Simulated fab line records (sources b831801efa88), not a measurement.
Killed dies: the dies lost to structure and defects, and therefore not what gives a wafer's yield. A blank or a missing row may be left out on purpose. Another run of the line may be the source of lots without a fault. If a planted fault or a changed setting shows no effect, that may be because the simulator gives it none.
The tool behind it: which one? ; flow sky130 ; 13 lots with 39 wafers sampled at 4 steps, on a route of 708 steps

## WHAT EACH GAUGE READ, for each wafer
SKY_METAL2_THK_MEAS_06: measures by xrf.
lot;measured;on;METAL2_ALCU_THK (nm)
L600;day 33 19:47;film metro-01;252.0 246.6 252.6
L601;day 34 02:05;film metro-01;252.7 251.5 251.8
L602;day 34 18:35;film metro-01;251.0 256.7 255.0
L605;day 35 11:17;film metro-03;253.7 253.6 254.3
L606;day 36 04:52;film metro-01;252.4 252.4 253.3
L611;day 37 14:13;film metro-04;253.6 250.5 251.3
L612;day 37 19:29;film metro-04;246.4 248.9 250.4
L613;day 38 01:47;film metro-03;248.0 250.3 250.8
L617;day 39 02:26;film metro-04;247.6 245.9 247.1
L618;day 39 12:43;film metro-01;255.2 253.2 258.5
L620;day 40 02:55;film metro-01;253.8 248.0 252.0
L621;day 40 07:58;film metro-03;249.2 249.7 247.1
L623;day 40 17:11;film metro-01;252.8 255.4 253.7

## WHAT TOOL EACH LOT RAN ON (gives the tool, then ch and the chambers of the sampled wafers, and finally the start)
lot;SKY_LDD_P_DEVELOP_06;SKY_METAL1_SPUTTER_01;SKY_METAL2_SPUTTER_04
L600;litho track-04 ch 0, day 18 19:39;pvd sputter-03, day 31 10:02;pvd sputter-04, day 33 19:37
L601;litho track-03 ch 0, day 19 03:58;pvd sputter-03, day 31 17:49;pvd sputter-02, day 34 01:55
L602;litho track-02 ch 0, day 20 00:25;pvd sputter-03, day 32 09:54;pvd sputter-02, day 34 18:25
L605;litho track-02 ch 0, day 20 21:35;pvd sputter-02, day 33 04:27;pvd sputter-02, day 35 11:07
L606;litho track-04 ch 0, day 21 15:51;pvd sputter-02, day 33 21:27;pvd sputter-04, day 36 04:41
L611;litho track-03 ch 0, day 23 05:46;pvd sputter-02, day 35 06:17;pvd sputter-01, day 37 14:02
L612;litho track-04 ch 0, day 23 13:00;pvd sputter-04, day 35 12:30;pvd sputter-04, day 37 19:19
L613;litho track-04 ch 0, day 23 20:21;pvd sputter-04, day 35 18:54;pvd sputter-02, day 38 01:37
L617;litho track-02 ch 0, day 25 04:50;pvd sputter-03, day 36 20:43;pvd sputter-04, day 39 02:16
L618;litho track-03 ch 0, day 25 13:01;pvd sputter-04, day 37 07:27;pvd sputter-01, day 39 12:33
L620;litho track-02 ch 0, day 26 06:38;pvd sputter-02, day 37 22:10;pvd sputter-04, day 40 02:44
L621;litho track-02 ch 0, day 26 14:26;pvd sputter-04, day 38 02:20;pvd sputter-01, day 40 07:47
L623;litho track-03 ch 0, day 27 01:55;pvd sputter-03, day 38 13:17;pvd sputter-02, day 40 17:01
- SKY_LDD_P_DEVELOP_06: develop time 60 s.
- SKY_METAL1_SPUTTER_01: material TiN, target thk 20 nm, time 16.7 s.
- SKY_METAL2_SPUTTER_04: material TiN, target thk 70 nm, time 58.3 s.

## WHAT THE TOOLS THEMSELVES READ (means of the sampled wafers that have a number; where no wafer has one, the mark that the record gives instead)
SKY_LDD_P_DEVELOP_06.
lot;tool;developer temp C (C);exhaust pa (Pa)
L600;litho track-04;23.11;45.9
L601;litho track-03;22.83;43.9
L602;litho track-02;23.13;44.3
L605;litho track-02;22.93;44.9
L606;litho track-04;23.10;44.2
L611;litho track-03;22.99;45.1
L612;litho track-04;25.26;44.4
L613;litho track-04;25.23;45.9
L617;litho track-02;22.95;44.8
L618;litho track-03;23.03;46.2
L620;litho track-02;23.07;44.6
L621;litho track-02;23.04;44.8
L623;litho track-03;22.93;44.0

SKY_METAL1_SPUTTER_01.
lot;tool;throttle valve pct (%)
L600;pvd sputter-03;29.7
L601;pvd sputter-03;29.7
L602;pvd sputter-03;29.4
L605;pvd sputter-02;29.6
L606;pvd sputter-02;30.0
L611;pvd sputter-02;30.0
L612;pvd sputter-04;29.4
L613;pvd sputter-04;29.9
L617;pvd sputter-03;29.2
L618;pvd sputter-04;29.2
L620;pvd sputter-02;29.9
L621;pvd sputter-04;29.9
L623;pvd sputter-03;28.9

SKY_METAL2_SPUTTER_04.
lot;tool;throttle valve pct (%)
L600;pvd sputter-04;29.8
L601;pvd sputter-02;30.2
L602;pvd sputter-02;30.0
L605;pvd sputter-02;29.8
L606;pvd sputter-04;29.7
L611;pvd sputter-01;30.9
L612;pvd sputter-04;29.3
L613;pvd sputter-02;29.4
L617;pvd sputter-04;29.6
L618;pvd sputter-01;31.5
L620;pvd sputter-04;29.9
L621;pvd sputter-01;31.3
L623;pvd sputter-02;29.7

## THE ANSWER, worked out from the rows above alone
Rule: usual is defined by the lots themselves. The widest of any qualifying gaps counts: lots, ordered by their means at a reading, are off when they make up no more than a third of the lots, leave a main group of 4 or more, and stand apart from it by 3 or more times the standard deviation of that group's means. Not used: any main group whose means are identical at the precision the tables above print for the reading. A lot without any number at a reading at which 4 lots or more have one is off too. Any other lot the step has rows for is counted as sound. The gauges are gone through in route order, then the tools' own readings, and for those a lot's mean is taken as printed above. The first step at which some lot is off is used, and at that step the reading that is off furthest; a lot without a number counts as furthest.
Off: L612, L613 (SKY_LDD_P_DEVELOP_06, developer temp C). Mean 23.01 C and standard deviation 0.089 in the main group.
If a tool, at that step or one of the process steps before it, ran each lot that is off and ran no sound lot following the first of them, it fits. One fits: litho track-04 at SKY_LDD_P_DEVELOP_06. Its last sound lot is L606 (day 21 15:51), its first lot that is off L612 (day 23 13:00): a fault that began between those two fits.
The tool's own readings at SKY_LDD_P_DEVELOP_06 bear it out: on the lots that are off they differ by more than 5 times the standard deviation of the sound lots' means. developer temp C reads 25.25 C there against 23.01 C on the sound lots.

## WHAT HAD BEEN PUT IN BY THE SIMULATOR
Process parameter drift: litho track-04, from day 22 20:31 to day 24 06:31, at SKY_LDD_P_DEVELOP_06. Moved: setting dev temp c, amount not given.
Lots struck among those shown: L612, L613. The same result came from the rule above.
